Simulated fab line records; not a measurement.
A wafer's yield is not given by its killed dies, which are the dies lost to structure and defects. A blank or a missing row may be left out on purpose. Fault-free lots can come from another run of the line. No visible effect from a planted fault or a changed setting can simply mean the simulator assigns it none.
fab line records	flow sky130
[record] lots = 24	wafers = 72	last-day = 50
route steps=708 shown LDD_N@244 CONTACT@431 VIA1@474 METAL2@502 CAP2M@605
lots that met no fault: from a run of the same line without faults
start-h: start of the lot's first displayed wafer, in hours after the record's first day	wait-h: hours from the lot's prior step to this one	" same as the row above	L1.1+2: a row that stands for several wafers	- value missing, or start not given	* or withheld: withheld	< > ~ a bound
route shown NAME@n: names a module that has steps shown in the file, with the first one's number in the route	usual: mean/standard deviation taken from wafers without a fault	same: alike in all rows	chamber/n: place in a boat	sites: readings site by site	_std_site: how widely they spread, as a standard deviation	_edge_site: mean of outer sites minus mean of inner sites	radius-mm: how far each site lies from the wafer's centre	mask NAME#n: copy n	behind: tool/chamber where the wafer was last shaped	hold: what put the lot on hold/how long, in hours/how the hold closed	device: transistor that didn't switch, given as n, p or np	end of line: the same wafers' tests at the end of the route	a step given without rows: its recipe and nothing more	killed: the dies lost at the first sort to structure and to defects; this is not the yield of the wafer	map: the dies of a wafer, with x for killed, . for not killed, _ for no die there
set.NAME: the setting that was run; set.NAME@STEP: the one run at that earlier step	model.NAME: the simulator's own value behind a step, which no gauge read
steps of the route over a sample of lots; a table a step, a row a wafer
services: when a tool's chamber went out of use (start-h, in hours from the record's first day, below 0 if earlier), for how many hours, and the reason
[[steps]]
[step SKY_LDD_N_OVL_MEAS_07]
[usual] LDD_N_OVL = -0.6/1.4
lot.wafer	tool	chamber	start-h	wait-h	LDD_N_OVL[nm]
L074.1	overlay-01	-	393.48	0.1	-1.1
L074.4	"	-	"	"	0.1
L074.5	"	-	"	"	-0.7
L075.1	overlay-02	-	404.33	0.1	-2.3
L075.5	"	-	"	"	1.0
L075.6	"	-	"	"	0.8
L076.4	overlay-01	-	411.00	0.1	-0.7
L076.5	"	-	"	"	0.9
L076.6	"	-	"	"	-0.4
L077.4	overlay-02	-	418.60	0.1	-1.1
L077.5	"	-	"	"	-3.3
L077.6	"	-	"	"	0.1
L078.3	overlay-02	-	432.34	0.1	0.2
L078.5	"	-	"	"	-0.9
L078.6	"	-	"	"	-0.2
L079.1	overlay-02	-	445.76	0.1	1.3
L079.2	"	-	"	"	1.3
L079.5	"	-	"	"	1.9
L082.2	overlay-02	-	476.66	0.1	-1.3
L082.3	"	-	"	"	-0.7
L082.6	"	-	"	"	-0.1
L080.3	overlay-01	-	477.53	0.1	-1.9
L080.4	"	-	"	"	-3.0
L080.5	"	-	"	"	-3.0
L081.1	overlay-02	-	477.82	0.1	-1.6
L081.5	"	-	"	"	0.0
L081.6	"	-	"	"	1.6
L083.2	overlay-02	-	485.93	0.1	2.8
L083.4	"	-	"	"	2.3
L083.6	"	-	"	"	2.0
L084.1	overlay-01	-	495.77	0.1	0.3
L084.4	"	-	"	"	0.9
L084.6	"	-	"	"	1.3
L085.1	overlay-01	-	504.62	0.1	-3.7
L085.2	"	-	"	"	-3.9
L085.3	"	-	"	"	-3.1
L086.2	overlay-02	-	514.34	0.1	-2.1
L086.3	"	-	"	"	-0.9
L086.5	"	-	"	"	-2.1
L087.4	overlay-02	-	516.07	0.1	-0.4
L087.5	"	-	"	"	-0.3
L087.6	"	-	"	"	-0.2
L088.4	overlay-02	-	530.65	0.1	-1.1
L088.5	"	-	"	"	-0.4
L088.6	"	-	"	"	0.2
L089.2	overlay-01	-	537.84	0.1	-0.2
L089.3	"	-	"	"	-0.6
L089.5	"	-	"	"	-0.7
L090.1	overlay-02	-	543.26	0.1	-1.4
L090.2	"	-	"	"	0.8
L090.5	"	-	"	"	1.0
L091.3	overlay-01	-	553.42	0.1	-0.1
L091.5	"	-	"	"	-1.1
L091.6	"	-	"	"	-0.8
L092.2	overlay-02	-	564.54	0.1	2.1
L092.4	"	-	"	"	-1.8
L092.5	"	-	"	"	0.2
L093.2	overlay-01	-	576.81	0.1	-1.0
L093.4	"	-	"	"	-0.2
L093.6	"	-	"	"	-0.8
L094.1	overlay-01	-	581.96	0.1	-1.7
L094.3	"	-	"	"	0.7
L094.5	"	-	"	"	-1.0
L095.1	overlay-01	-	590.37	0.1	-1.3
L095.3	"	-	"	"	0.6
L095.6	"	-	"	"	-0.1
L096.2	overlay-02	-	591.28	0.1	-0.1
L096.4	"	-	"	"	-2.2
L096.6	"	-	"	"	-2.9
L097.1	overlay-01	-	595.23	0.1	-2.4
L097.3	"	-	"	"	-0.8
L097.6	"	-	"	"	-2.2
[step SKY_CONTACT_RS_MEAS_25]
[recipe] thk-meas-gauge = four-point-probe	reads = W_of_CONTACT_CVD_24+TiN_of_CONTACT_SPUTTER_23
[usual] CONTACT_W_RS = 0.335/0.0047
lot.wafer	tool	chamber	start-h	wait-h	CONTACT_W_RS[ohm/sq]
L074.1	film-metro-01	-	726.78	0.1	0.328
L074.4	"	-	"	"	0.331
L074.5	"	-	"	"	0.335
L075.1	film-metro-01	-	735.90	0.1	0.338
L075.5	"	-	"	"	0.343
L075.6	"	-	"	"	0.341
L076.4	film-metro-03	-	742.25	0.1	0.327
L076.5	"	-	"	"	0.333
L076.6	"	-	"	"	0.335
L077.4	film-metro-01	-	750.90	0.1	0.340
L077.5	"	-	"	"	0.340
L077.6	"	-	"	"	0.339
L078.3	film-metro-03	-	760.31	0.1	0.327
L078.5	"	-	"	"	0.328
L078.6	"	-	"	"	0.332
L079.1	film-metro-04	-	777.27	0.1	0.340
L079.2	"	-	"	"	0.341
L079.5	"	-	"	"	0.340
L082.2	film-metro-03	-	800.78	0.1	0.341
L082.3	"	-	"	"	0.335
L082.6	"	-	"	"	0.338
L080.3	film-metro-01	-	803.43	0.1	0.341
L080.4	"	-	"	"	0.341
L080.5	"	-	"	"	0.337
L081.1	film-metro-01	-	806.14	0.1	0.340
L081.5	"	-	"	"	0.343
L081.6	"	-	"	"	0.341
L083.2	film-metro-04	-	809.10	0.1	0.340
L083.4	"	-	"	"	0.338
L083.6	"	-	"	"	0.339
L084.1	film-metro-03	-	818.63	0.1	0.341
L084.4	"	-	"	"	0.342
L084.6	"	-	"	"	0.336
L085.1	film-metro-03	-	825.52	0.1	0.334
L085.2	"	-	"	"	0.333
L085.3	"	-	"	"	0.333
L086.2	film-metro-03	-	834.65	0.1	0.340
L086.3	"	-	"	"	0.337
L086.5	"	-	"	"	0.340
L087.4	film-metro-03	-	835.93	0.1	0.338
L087.5	"	-	"	"	0.338
L087.6	"	-	"	"	0.336
L088.4	film-metro-04	-	849.12	0.1	0.331
L088.5	"	-	"	"	0.326
L088.6	"	-	"	"	0.330
L089.2	film-metro-01	-	856.80	0.1	0.328
L089.3	"	-	"	"	0.328
L089.5	"	-	"	"	0.327
L090.1	film-metro-01	-	860.03	0.2	0.336
L090.2	"	-	"	"	0.334
L090.5	"	-	"	"	0.334
L091.3	film-metro-04	-	867.76	0.1	0.335
L091.5	"	-	"	"	0.334
L091.6	"	-	"	"	0.334
L092.2	film-metro-03	-	879.49	0.1	0.336
L092.4	"	-	"	"	0.336
L092.5	"	-	"	"	0.327
L093.2	film-metro-03	-	887.21	0.1	0.333
L093.4	"	-	"	"	0.332
L093.6	"	-	"	"	0.334
L094.1	film-metro-04	-	896.12	0.1	0.340
L094.3	"	-	"	"	0.337
L094.5	"	-	"	"	0.335
L095.1	film-metro-03	-	899.78	0.1	0.334
L095.3	"	-	"	"	0.328
L095.6	"	-	"	"	0.331
L096.2	film-metro-04	-	900.54	0.1	0.328
L096.4	"	-	"	"	0.329
L096.6	"	-	"	"	0.334
L097.1	film-metro-04	-	903.71	0.1	0.330
L097.3	"	-	"	"	0.333
L097.6	"	-	"	"	0.333
[step SKY_VIA1_STRIP_16]
[recipe] chemistry = O2/N2	power-w = 1400	pressure-mtorr = 1500	platen-temp-c = withheld	o2-flow-sccm = 3000	n2-flow-sccm = 300	overash-fraction = 0.5
[usual] drypump-motor-current-A = 5.8/0.34	n2-flow-sccm = 300.1/0.92	oes-product-au = 0.416/0.0046	strip-time-to-endpoint-s = 4.455/0.02
lot.wafer	tool	chamber	start-h	wait-h	drypump-motor-current-A	n2-flow-sccm	oes-product-au	rf-hours-counter-h	strip-time-to-endpoint-s
L074.1	plasma-asher-03	0	783.30	0.0	5.8	301.2	0.415	5	4.457
L074.4	"	1	"	"	5.5	300.5	0.416	-	4.434
L074.5	"	1	"	"	5.5	299.9	0.415	-	4.468
L075.1	plasma-asher-02	0	792.48	0.0	5.9	301.1	0.414	36	4.452
L075.5	"	0	"	"	5.9	300.8	0.410	-	4.437
L075.6	"	1	"	"	5.1	299.5	0.427	-	4.453
L076.4	plasma-asher-04	0	798.56	0.1	5.8	300.9	0.418	-	4.471
L076.5	"	0	"	"	5.8	301.0	0.414	-	4.469
L076.6	"	1	"	"	6.2	299.7	0.418	-	4.482
L077.4	plasma-asher-04	0	806.28	0.1	5.8	300.7	0.420	-	4.455
L077.5	"	1	"	"	6.2	300.7	0.422	-	4.446
L077.6	"	0	"	"	5.8	301.5	0.411	-	4.450
L078.3	plasma-asher-04	0	816.31	0.1	5.8	299.0	0.418	-	4.418
L078.5	"	1	"	"	6.2	299.9	0.413	-	4.414
L078.6	"	0	"	"	5.8	299.2	0.422	-	4.424
L079.1	plasma-asher-03	1	833.05	0.0	5.5	300.5	0.417	10	4.446
L079.2	"	0	"	"	5.7	301.4	0.415	10	4.457
L079.5	"	0	"	"	5.8	301.3	0.421	-	4.460
L082.2	plasma-asher-04	0	857.75	0.0	5.8	300.6	0.414	72	4.419
L082.3	"	0	"	"	5.8	300.3	0.406	-	4.436
L082.6	"	1	"	"	6.2	299.8	0.424	-	4.441
L080.3	plasma-asher-02	0	858.16	0.1	5.9	300.3	0.421	-	4.440
L080.4	"	1	"	"	5.1	300.1	0.415	-	4.432
L080.5	"	1	"	"	5.1	300.1	0.423	-	4.454
L081.1	plasma-asher-02	0	861.88	0.0	5.9	298.8	0.415	43	4.435
L081.5	"	1	"	"	5.1	300.0	0.411	-	4.466
L081.6	"	0	"	"	5.9	299.7	0.410	-	4.466
L083.2	plasma-asher-04	1	864.30	0.0	6.2	300.4	0.412	73	4.436
L083.4	"	0	"	"	5.8	299.0	0.410	-	4.449
L083.6	"	1	"	"	6.2	299.7	0.416	-	4.464
L084.1	plasma-asher-02	0	871.58	0.0	5.9	299.4	0.421	44	4.492
L084.4	"	0	"	"	5.9	299.4	0.423	-	4.485
L084.6	"	1	"	"	5.1	299.8	0.416	-	4.464
L085.1	plasma-asher-03	0	879.03	0.0	5.7	299.6	0.421	15	4.416
L085.2	"	1	"	"	5.5	299.5	0.418	15	4.450
L085.3	"	0	"	"	5.7	300.7	0.423	-	4.466
L086.2	plasma-asher-03	1	888.18	0.0	5.5	299.6	0.420	15	4.445
L086.3	"	0	"	"	5.7	298.5	0.412	-	4.409
L086.5	"	0	"	"	5.7	300.2	0.422	-	4.453
L087.4	plasma-asher-04	0	889.36	0.1	5.8	300.3	0.421	-	4.461
L087.5	"	0	"	"	5.8	300.5	0.413	-	4.467
L087.6	"	1	"	"	6.2	301.0	0.423	-	4.457
L088.4	plasma-asher-04	0	902.16	0.1	5.8	299.8	0.416	-	4.451
L088.5	"	1	"	"	6.2	300.1	0.418	-	4.450
L088.6	"	0	"	"	5.8	299.5	0.424	-	4.458
L089.2	plasma-asher-02	1	910.13	0.0	5.1	299.9	0.424	48	4.472
L089.3	"	0	"	"	5.9	299.0	0.426	-	4.461
L089.5	"	1	"	"	5.1	298.8	0.417	-	4.459
L090.1	plasma-asher-02	0	912.60	0.0	5.9	300.8	0.419	48	4.473
L090.2	"	1	"	"	5.1	301.1	0.412	48	4.436
L090.5	"	1	"	"	5.1	301.4	0.419	-	4.456
L091.3	plasma-asher-03	0	921.92	0.1	5.8	300.6	0.414	-	4.479
L091.5	"	0	"	"	5.7	301.0	0.417	-	4.443
L091.6	"	1	"	"	5.5	299.7	0.416	-	4.454
L092.2	plasma-asher-04	1	932.43	0.0	6.2	300.2	0.416	79	4.432
L092.4	"	1	"	"	6.2	300.2	0.413	-	4.446
L092.5	"	0	"	"	5.8	300.0	0.415	-	4.444
L093.2	plasma-asher-04	1	938.93	0.0	6.2	301.5	0.412	80	4.456
L093.4	"	1	"	"	6.2	301.9	0.413	-	4.444
L093.6	"	1	"	"	6.2	300.2	0.419	-	4.483
L094.1	plasma-asher-04	0	947.93	0.0	5.8	300.4	0.415	81	4.460
L094.3	"	0	"	"	5.8	299.2	0.411	-	4.466
L094.5	"	0	"	"	5.8	301.0	0.417	-	4.436
L095.1	plasma-asher-03	1	951.18	0.0	5.5	300.2	0.412	22	4.481
L095.3	"	1	"	"	5.5	299.6	0.418	-	4.428
L095.6	"	0	"	"	5.7	300.1	0.422	-	4.453
L096.2	plasma-asher-04	0	952.30	0.0	5.8	300.9	0.413	81	4.451
L096.4	"	0	"	"	5.8	300.5	0.427	-	4.462
L096.6	"	1	"	"	6.2	299.8	0.407	-	4.454
L097.1	plasma-asher-03	1	954.90	0.0	5.4	297.9	0.413	23	4.505
L097.3	"	1	"	"	5.5	298.2	0.424	-	4.480
L097.6	"	0	"	"	5.7	302.4	0.414	-	4.493
[step SKY_METAL2_METAL_ETCH_19]
[recipe] target-depth-a = 3600	stop-on = SiO2	over-etch-frac = 0.3	time-s = 78	chemistry = Cl2/BCl3	resist-sidewall-deg = 88	pressure-mtorr = 10	icp-w = 900	bias-w = 48.5	Cl2_flow_sccm = 60	bcl3-flow-sccm = 30
[usual] bcl3-flow-sccm = 30.02/0.091	drypump-motor-current-A = 5.5/0.57	oes-product-au = 0.853/0.0054	throttle-valve-pct = 22.264/0.0095
[same] over-etch-frac = 0.3
lot.wafer	tool	chamber	start-h	wait-h	bcl3-flow-sccm	drypump-motor-current-A	oes-product-au	rf-hours-counter-h	throttle-valve-pct
L074.1	rie-metal-01	0	811.32	0.0	30.04	5.8	0.853	5	22.265
L074.4	"	1	"	"	29.90	4.9	0.854	-	22.271
L074.5	"	1	"	"	29.86	4.9	0.850	-	22.262
L075.1	rie-metal-01	0	820.76	0.0	30.04	5.8	0.856	6	22.256
L075.5	"	0	"	"	30.11	5.8	0.849	-	22.275
L075.6	"	1	"	"	30.20	4.9	0.851	-	22.255
L076.4	rie-metal-04	1	826.97	0.1	29.96	4.9	0.855	-	22.247
L076.5	"	1	"	"	29.78	4.9	0.856	-	22.243
L076.6	"	0	"	"	30.06	6.5	0.842	-	22.247
L077.4	rie-metal-04	0	835.24	0.1	30.07	6.5	0.859	-	22.254
L077.5	"	1	"	"	30.12	4.9	0.848	-	22.261
L077.6	"	0	"	"	30.02	6.5	0.855	-	22.246
L078.3	rie-metal-03	0	844.20	0.1	30.19	5.9	0.858	-	22.257
L078.5	"	1	"	"	30.05	5.4	0.862	-	22.266
L078.6	"	0	"	"	30.04	5.9	0.846	-	22.265
L079.1	rie-metal-03	0	860.62	0.0	30.04	5.9	0.853	4	22.246
L079.2	"	1	"	"	29.96	5.3	0.859	13	22.255
L079.5	"	1	"	"	30.10	5.4	0.850	-	22.258
L080.3	rie-metal-03	0	884.37	0.1	29.92	5.9	0.846	-	22.280
L080.4	"	1	"	"	30.05	5.4	0.849	-	22.247
L080.5	"	0	"	"	29.97	5.9	0.848	-	22.253
L082.2	rie-metal-04	1	884.99	0.0	30.05	4.9	0.854	14	22.286
L082.3	"	0	"	"	30.07	6.5	0.849	-	22.272
L082.6	"	1	"	"	29.97	4.9	0.863	-	22.270
L081.1	rie-metal-03	0	889.52	0.0	29.98	5.9	0.842	5	22.269
L081.5	"	0	"	"	29.91	5.9	0.842	-	22.259
L081.6	"	1	"	"	30.19	5.4	0.847	-	22.265
L083.2	rie-metal-01	1	891.89	0.0	30.14	4.9	0.850	6	22.262
L083.4	"	1	"	"	30.02	4.9	0.849	-	22.270
L083.6	"	1	"	"	30.11	5.0	0.845	-	22.257
L084.1	rie-metal-01	1	898.44	0.0	30.00	4.9	0.859	7	22.255
L084.4	"	0	"	"	29.89	5.8	0.843	-	22.254
L084.6	"	1	"	"	29.98	4.9	0.863	-	22.264
L085.1	rie-metal-04	0	907.26	0.0	29.86	6.5	0.853	11	22.271
L085.2	"	1	"	"	29.88	4.9	0.849	15	22.257
L085.3	"	0	"	"	29.91	6.6	0.848	-	22.263
L086.2	rie-metal-01	1	915.76	0.0	29.96	5.0	0.852	7	22.257
L086.3	"	0	"	"	29.91	5.8	0.857	-	22.255
L086.5	"	0	"	"	30.01	5.8	0.851	-	22.279
L087.4	rie-metal-01	1	916.90	0.1	29.99	4.9	0.859	-	22.275
L087.5	"	1	"	"	29.94	4.9	0.855	-	22.264
L087.6	"	0	"	"	30.06	5.8	0.852	-	22.258
L088.4	rie-metal-04	1	929.77	0.1	29.89	4.9	0.847	-	22.287
L088.5	"	0	"	"	29.96	6.6	0.852	-	22.256
L088.6	"	1	"	"	30.00	4.9	0.853	-	22.267
L089.2	rie-metal-04	1	937.47	0.0	30.00	4.9	0.854	16	22.270
L089.3	"	0	"	"	30.07	6.5	0.864	-	22.280
L089.5	"	0	"	"	30.00	6.5	0.852	-	22.270
L090.1	rie-metal-03	0	939.24	0.0	30.12	5.9	0.847	7	22.274
L090.2	"	1	"	"	30.03	5.4	0.846	16	22.250
L090.5	"	0	"	"	30.17	5.9	0.848	-	22.258
L091.3	rie-metal-04	1	947.68	0.1	30.06	4.9	0.861	-	22.268
L091.5	"	1	"	"	30.06	4.9	0.859	-	22.258
L091.6	"	1	"	"	30.00	4.9	0.856	-	22.258
L092.2	rie-metal-03	1	957.76	0.0	29.98	5.4	0.861	17	22.264
L092.4	"	1	"	"	30.09	5.3	0.858	-	22.265
L092.5	"	1	"	"	30.19	5.4	0.852	-	22.278
L093.2	rie-metal-04	0	964.32	0.0	29.98	6.6	0.857	14	22.264
L093.4	"	1	"	"	30.10	4.9	0.854	-	22.274
L093.6	"	1	"	"	30.12	4.8	0.856	-	22.271
L094.1	rie-metal-03	0	973.61	0.0	29.97	5.9	0.857	9	22.269
L094.3	"	1	"	"	30.02	5.4	0.856	-	22.261
L094.5	"	1	"	"	29.83	5.4	0.846	-	22.246
L095.1	rie-metal-01	0	976.86	0.0	29.99	5.8	0.848	13	22.255
L095.3	"	1	"	"	30.16	4.9	0.851	-	22.258
L095.6	"	1	"	"	30.19	4.9	0.844	-	22.268
L096.2	rie-metal-01	0	978.29	0.0	29.90	5.8	0.856	13	22.263
L096.4	"	1	"	"	29.94	5.0	0.847	-	22.257
L096.6	"	0	"	"	29.97	5.8	0.850	-	22.256
L097.1	rie-metal-03	0	981.14	0.0	30.07	5.9	0.857	9	22.260
L097.3	"	1	"	"	29.92	5.4	0.851	-	22.277
L097.6	"	0	"	"	29.99	5.9	0.853	-	22.273
[step SKY_CAP2M_SPUTTER_02]
[recipe] material = TiN	target-thk-nm = 200	temp-c = 300	power-w = 6500	time-s = 166.7	chamber-pressure-pa = 0.4
[usual] throttle-valve-pct = 30.2/1.1
lot.wafer	tool	chamber	start-h	wait-h	throttle-valve-pct
L074.1	pvd-sputter-01	-	922.14	0.1	31.0
L074.4	"	-	"	"	32.5
L074.5	"	-	"	"	30.2
L075.1	pvd-sputter-04	-	928.49	0.1	30.0
L075.5	"	-	"	"	28.8
L075.6	"	-	"	"	30.1
L076.4	pvd-sputter-04	-	936.53	0.0	29.2
L076.5	"	-	"	"	29.9
L076.6	"	-	"	"	31.0
L077.4	pvd-sputter-01	-	943.25	0.0	32.2
L077.5	"	-	"	"	30.1
L077.6	"	-	"	"	29.8
L078.3	pvd-sputter-02	-	951.37	0.0	29.9
L078.5	"	-	"	"	27.7
L078.6	"	-	"	"	30.0
L079.1	pvd-sputter-01	-	967.36	0.1	31.1
L079.2	"	-	"	"	30.2
L079.5	"	-	"	"	30.9
L082.2	pvd-sputter-01	-	990.69	0.0	30.9
L082.3	"	-	"	"	32.0
L082.6	"	-	"	"	31.2
L080.3	pvd-sputter-01	-	991.71	0.0	29.6
L080.4	"	-	"	"	32.6
L080.5	"	-	"	"	32.4
L081.1	pvd-sputter-04	-	994.28	0.1	29.2
L081.5	"	-	"	"	30.3
L081.6	"	-	"	"	29.7
L083.2	pvd-sputter-02	-	996.66	0.0	29.4
L083.4	"	-	"	"	27.4
L083.6	"	-	"	"	30.2
L084.1	pvd-sputter-02	-	1003.48	0.1	29.8
L084.4	"	-	"	"	27.9
L084.6	"	-	"	"	30.0
L085.1	pvd-sputter-01	-	1010.58	0.1	30.2
L085.2	"	-	"	"	31.0
L085.3	"	-	"	"	29.7
L086.2	pvd-sputter-01	-	1019.13	0.0	31.0
L086.3	"	-	"	"	30.0
L086.5	"	-	"	"	31.0
L087.4	pvd-sputter-01	-	1019.72	0.0	30.4
L087.5	"	-	"	"	31.1
L087.6	"	-	"	"	29.6
L088.4	pvd-sputter-02	-	1030.79	0.0	27.9
L088.5	"	-	"	"	29.7
L088.6	"	-	"	"	29.9
L089.2	pvd-sputter-02	-	1037.58	0.0	30.1
L089.3	"	-	"	"	27.5
L089.5	"	-	"	"	29.7
L090.1	pvd-sputter-04	-	1038.48	0.1	29.3
L090.2	"	-	"	"	30.8
L090.5	"	-	"	"	30.7
L091.3	pvd-sputter-04	-	1047.56	0.0	30.2
L091.5	"	-	"	"	30.2
L091.6	"	-	"	"	29.8
L092.2	pvd-sputter-01	-	1057.70	0.0	30.1
L092.4	"	-	"	"	32.3
L092.5	"	-	"	"	32.2
L093.2	pvd-sputter-02	-	1061.70	0.0	27.7
L093.4	"	-	"	"	29.4
L093.6	"	-	"	"	29.6
L094.1	pvd-sputter-04	-	1070.38	0.1	30.9
L094.3	"	-	"	"	30.5
L094.5	"	-	"	"	30.6
L095.1	pvd-sputter-04	-	1075.17	0.1	30.8
L095.3	"	-	"	"	29.1
L095.6	"	-	"	"	30.7
L096.2	pvd-sputter-01	-	1075.19	0.0	32.2
L096.4	"	-	"	"	31.3
L096.6	"	-	"	"	32.3
L097.1	pvd-sputter-01	-	1077.53	0.1	30.0
L097.3	"	-	"	"	32.2
L097.6	"	-	"	"	30.1
[step SKY_CAP2M_STRIP_14]
[recipe] chemistry = O2/N2	power-w = 1400	pressure-mtorr = 1500	platen-temp-c = withheld	o2-flow-sccm = 3000	n2-flow-sccm = 300	overash-fraction = 0.5
[usual] drypump-motor-current-A = 5.63/0.29	n2-flow-sccm = 299.9/0.95	oes-product-au = 0.711/0.0042	strip-time-to-endpoint-s = 12.66/0.055
lot.wafer	tool	chamber	start-h	wait-h	drypump-motor-current-A	n2-flow-sccm	oes-product-au	rf-hours-counter-h	strip-time-to-endpoint-s
L074.1	plasma-asher-01	1	946.65	0.1	5.53	299.3	0.712	112	12.64
L074.4	"	0	"	"	5.30	301.3	0.704	-	12.59
L074.5	"	1	"	"	5.57	300.9	0.705	-	12.61
L075.1	plasma-asher-01	1	952.50	0.1	5.55	299.1	0.718	113	12.68
L075.5	"	1	"	"	5.56	299.3	0.717	-	12.73
L075.6	"	0	"	"	5.31	298.3	0.724	-	12.65
L076.4	plasma-asher-04	1	961.18	0.1	6.20	300.3	0.703	-	12.71
L076.5	"	0	"	"	5.76	300.4	0.708	-	12.69
L076.6	"	1	"	"	6.17	299.4	0.713	-	12.70
L077.4	plasma-asher-03	0	967.87	0.1	5.70	299.5	0.709	-	12.70
L077.5	"	0	"	"	5.71	298.3	0.706	-	12.68
L077.6	"	1	"	"	5.46	301.2	0.708	-	12.67
L078.3	plasma-asher-03	0	975.47	0.1	5.71	301.8	0.710	-	12.58
L078.5	"	1	"	"	5.46	298.8	0.717	-	12.61
L078.6	"	0	"	"	5.72	301.3	0.707	-	12.61
L079.1	plasma-asher-04	0	990.79	0.1	5.77	299.4	0.718	85	12.62
L079.2	"	1	"	"	6.19	297.8	0.703	85	12.60
L079.5	"	0	"	"	5.79	300.7	0.708	-	12.58
L082.2	plasma-asher-04	1	1013.89	0.1	6.17	300.0	0.706	88	12.61
L082.3	"	1	"	"	6.18	301.6	0.708	-	12.61
L082.6	"	0	"	"	5.78	299.4	0.711	-	12.65
L080.3	plasma-asher-03	0	1014.54	0.1	5.73	300.5	0.710	-	12.67
L080.4	"	1	"	"	5.45	300.2	0.715	-	12.63
L080.5	"	0	"	"	5.73	298.2	0.709	-	12.67
L081.1	plasma-asher-01	0	1017.34	0.1	5.29	300.4	0.708	120	12.71
L081.5	"	0	"	"	5.31	300.7	0.719	-	12.72
L081.6	"	1	"	"	5.56	300.4	0.711	-	12.72
L083.2	plasma-asher-01	0	1019.20	0.1	5.28	301.9	0.710	120	12.67
L083.4	"	1	"	"	5.55	300.1	0.706	-	12.65
L083.6	"	0	"	"	5.31	301.5	0.720	-	12.66
L084.1	plasma-asher-03	0	1026.59	0.1	5.73	300.1	0.711	28	12.71
L084.4	"	0	"	"	5.73	298.6	0.715	-	12.66
L084.6	"	1	"	"	5.48	297.4	0.715	-	12.67
L085.1	plasma-asher-01	0	1033.50	0.1	5.31	299.7	0.716	121	12.77
L085.2	"	1	"	"	5.56	299.9	0.713	121	12.73
L085.3	"	0	"	"	5.30	298.8	0.716	-	12.76
L086.2	plasma-asher-04	1	1040.79	0.1	6.20	300.0	0.708	90	12.63
L086.3	"	0	"	"	5.79	300.4	0.711	-	12.63
L086.5	"	1	"	"	6.23	300.1	0.718	-	12.66
L087.4	plasma-asher-01	0	1042.10	0.1	5.29	301.1	0.714	-	12.60
L087.5	"	0	"	"	5.27	300.9	0.709	-	12.65
L087.6	"	1	"	"	5.54	300.6	0.707	-	12.64
L088.4	plasma-asher-04	1	1053.12	0.1	6.24	299.9	0.707	-	12.63
L088.5	"	0	"	"	5.76	299.8	0.705	-	12.68
L088.6	"	1	"	"	6.25	299.7	0.720	-	12.63
L089.2	plasma-asher-03	1	1059.90	0.1	5.45	299.4	0.710	32	12.69
L089.3	"	1	"	"	5.48	299.3	0.711	-	12.75
L089.5	"	0	"	"	5.74	300.0	0.709	-	12.70
L090.1	plasma-asher-04	0	1060.73	0.1	5.79	300.0	0.705	92	12.57
L090.2	"	1	"	"	6.16	302.0	0.710	92	12.58
L090.5	"	1	"	"	6.17	300.7	0.712	-	12.60
L091.3	plasma-asher-01	1	1069.02	0.1	5.52	300.9	0.712	-	12.74
L091.5	"	0	"	"	5.29	298.8	0.710	-	12.77
L091.6	"	1	"	"	5.52	299.4	0.712	-	12.70
L092.2	plasma-asher-04	0	1078.35	0.1	5.80	299.1	0.706	94	12.67
L092.4	"	0	"	"	5.77	300.3	0.707	-	12.71
L092.5	"	1	"	"	6.24	299.8	0.715	-	12.68
L093.2	plasma-asher-01	0	1083.00	0.1	5.31	300.2	0.710	1	12.72
L093.4	"	0	"	"	5.31	301.4	0.705	-	12.72
L093.6	"	0	"	"	5.31	300.3	0.711	-	12.72
L094.1	plasma-asher-01	0	1091.45	0.1	5.29	300.7	0.712	2	12.79
L094.3	"	1	"	"	5.54	299.3	0.708	-	12.75
L094.5	"	1	"	"	5.56	300.2	0.705	-	12.73
L095.1	plasma-asher-01	1	1095.51	0.1	5.53	300.3	0.709	3	12.66
L095.3	"	1	"	"	5.55	300.2	0.710	-	12.63
L095.6	"	1	"	"	5.53	298.5	0.713	-	12.68
L096.2	plasma-asher-01	0	1095.74	0.1	5.33	299.3	0.710	3	12.70
L096.4	"	0	"	"	5.31	299.2	0.709	-	12.66
L096.6	"	0	"	"	5.30	298.6	0.709	-	12.60
L097.1	plasma-asher-03	0	1097.67	0.1	5.71	299.8	0.705	35	12.51
L097.3	"	1	"	"	5.47	300.4	0.707	-	12.55
L097.6	"	1	"	"	5.55	299.6	0.709	-	12.55
[[services]]
tool	chamber	start-h	hours	kind
pvd-sputter-04	-	762.24	0.6	repair
plasma-asher-04	-	770.17	4.3	pm
plasma-asher-04	-	774.50	14.6	pm
pvd-sputter-01	-	775.26	2.5	repair
rie-metal-04	-	775.45	2.8	pm
plasma-asher-01	-	796.18	5.4	repair
pvd-sputter-01	-	798.59	0.5	repair
rie-metal-04	1	839.87	13.1	repair
rie-metal-03	-	855.99	0.7	repair
pvd-sputter-01	-	876.53	3.0	repair
plasma-asher-01	-	896.91	1.6	repair
plasma-asher-02	-	897.58	1.9	repair
pvd-sputter-04	-	913.38	1.6	repair
rie-metal-04	1	914.32	2.2	repair
pvd-sputter-01	-	929.35	4.1	repair
rie-metal-04	0	939.56	8.2	repair
pvd-sputter-02	-	965.01	2.7	repair
plasma-asher-03	-	990.13	15.6	pm
pvd-sputter-04	-	1010.48	1.7	repair
pvd-sputter-01	-	1016.94	1.3	repair
pvd-sputter-02	-	1042.02	13.8	repair
plasma-asher-01	-	1055.25	9.0	pm
pvd-sputter-02	-	1067.48	12.5	repair
rie-metal-03	0	1092.37	14.1	repair
[[key]]
fault none
